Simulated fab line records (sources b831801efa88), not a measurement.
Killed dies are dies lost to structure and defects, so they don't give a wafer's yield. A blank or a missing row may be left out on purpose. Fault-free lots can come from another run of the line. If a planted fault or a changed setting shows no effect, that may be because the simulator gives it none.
The same fault as seen by 2 desks    flow gf180mcu    numbers are kept per desk, each desk with only its own; the story behind them comes last

## FROM THE METROLOGY DESK
What the gauges read for every lot (on any tool): the sampled wafers with a number, averaged. The brackets show how far a lot's mean lies from the usual mean; more than 4 standard deviations puts the lot out of limits, marked OUT.
Columns: A = TOP_METAL_OVL at GF_TOP_METAL_OVL_MEAS_15, usual 1.1 nm
lot   first seen here  A
L950  day 28 02:59     0.0
L953  day 29 00:02     0.8
L954  day 29 10:50     -0.9
L956  day 30 02:01     1.9
L958  day 30 17:36     0.6
L961  day 31 07:56     1.6
L962  day 31 13:54     1.2
L967  day 33 00:47     2.2
L969  day 33 06:28     1.4
L971  day 33 18:58     -0.8
L972  day 34 01:17     0.5
L973  day 34 05:47     1.3
Finding of this desk: none of the 12 lots has anything out of limits.

## THE TOOL OWNER'S DESK: plasma-asher-01
The tool's own readings at GF_V1_STRIP_18 (strips in O2/N2): means of the sampled wafers that have a number, for each lot that ran on this tool. The brackets show how far a lot's mean lies from the usual mean; more than 4 standard deviations puts the lot out of limits, marked OUT.
Columns: A = chamber-pressure-mTorr at GF_V1_STRIP_18, usual 1500.1 mTorr; B = drypump-motor-current-A at GF_V1_STRIP_18, usual 5.89 A; C = heater-power-w at GF_V1_STRIP_18, usual 300 W; D = oes-product-au at GF_V1_STRIP_18, usual 0.593 a.u.; E = platen-temp-c at GF_V1_STRIP_18, usual 249.99 C
lot   first seen here  A       B     C    D      E
L961  day 22 08:38     1499.8  6.15  296  0.586  249.99
L962  day 22 14:16     1500.0  6.16  299  0.592  249.88
L971  day 25 15:16     1499.4  6.12  298  0.597  249.81
L972  day 25 21:10     1499.4  6.16  300  0.595  249.90
Finding of this desk: none of the 4 lots has anything out of limits.

## PUT TOGETHER
Metrology desk: nothing out of limits seen.
The tool owner's desk saw nothing out of limits.

## WHAT WAS PUT IN BY THE SIMULATOR
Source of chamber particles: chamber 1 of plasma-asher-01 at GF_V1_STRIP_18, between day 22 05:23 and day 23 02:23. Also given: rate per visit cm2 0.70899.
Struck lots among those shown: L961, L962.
